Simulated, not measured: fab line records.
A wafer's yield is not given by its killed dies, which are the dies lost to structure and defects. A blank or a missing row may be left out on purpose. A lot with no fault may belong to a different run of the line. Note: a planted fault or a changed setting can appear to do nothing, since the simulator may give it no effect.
Chamber matching | flow sfqLine | 4 sister chambers for SFQ_TRILAYER_I3_CMP_CMP_082 on cmp-01
The step polishes SiO2. 14 wafers are shown with their chamber, then 7 later ones without.

== EACH WAFER AND ITS CHAMBER ==
wafer  | chamber | motorCurrentA (A) | edgeZonePressureFrac | headPressurePsi (psi)
L165.2 | 1       | 8.8               | 0.992                | 3.002
L165.4 | 3       | 11.4              | 0.992                | 3.009
L165.5 | 0       | 11.8              | 1.008                | 3.001
L167.1 | 1       | 9.7               | 0.997                | 3.013
L167.4 | 0       | 11.2              | 0.996                | 2.989
L167.6 | 1       | 9.5               | 1.000                | 3.012
L171.1 | 0       | 11.0              | 0.995                | 2.992
L171.4 | 3       | 11.5              | 0.995                | 3.005
L171.6 | 3       | 11.5              | 0.997                | 3.002
L177.2 | 1       | 9.3               | 0.997                | 3.012
L177.4 | 0       | 11.8              | 0.996                | 2.999
L177.6 | 2       | 11.1              | 1.006                | 3.000
L178.3 | 1       | 9.6               | 0.989                | 3.001
L178.5 | 0       | 12.1              | 1.003                | 2.993

SIGNATURES (means of the wafers above)
reading              | chamber 0 | chamber 1 | chamber 2 | chamber 3 | scatter within a chamber
motorCurrentA        | 11.580    | 9.380     | 11.100    | 11.467    | 0.369
edgeZonePressureFrac | 0.99960   | 0.99500   | 1.00600   | 0.99467   | 0.00469
headPressurePsi      | 2.99480   | 3.00800   | 3.00000   | 3.00533   | 0.00517
Rule: distance of a wafer from a chamber = root of the sum over the readings of ((wafer's reading minus chamber's mean) / reading's scatter) squared. The wafer belongs to the nearest chamber; if the next one is less than 2 further off, it can't be placed. How the scatter is found: for the shown wafers, subtract from each reading the mean of its chamber, square and add these, divide the total by (wafers less chambers), then take the root.

== WAFERS MISSING THEIR CHAMBER ==
wafer  | motorCurrentA (A) | edgeZonePressureFrac | headPressurePsi (psi)
L178.6 | 11.8              | 0.998                | 2.999
L179.2 | 9.4               | 1.001                | 2.995
L179.5 | 11.3              | 0.998                | 2.996
L179.6 | 11.7              | 1.001                | 2.996
L180.1 | 11.7              | 1.016                | 3.006
L180.2 | 9.8               | 1.010                | 3.002
L180.5 | 11.9              | 0.996                | 3.007

== THE CHAMBER EACH PASSED THROUGH ==
wafer  | from the rows above          | in truth
L178.6 | can't be placed: 0 or 3 or 2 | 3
L179.2 | 1                            | 1
L179.5 | can't be placed: 0 or 2 or 3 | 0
L179.6 | can't be placed: 0 or 2 or 3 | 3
L180.1 | can't be placed: 2 or 0 or 3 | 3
L180.2 | can't be placed: 1 or 2 or 0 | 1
L180.5 | can't be placed: 3 or 0      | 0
Correctly placed: 1 of 7. Not placeable from these rows: 6 (in 6, the candidates include the true chamber). Placed wrongly: 0.
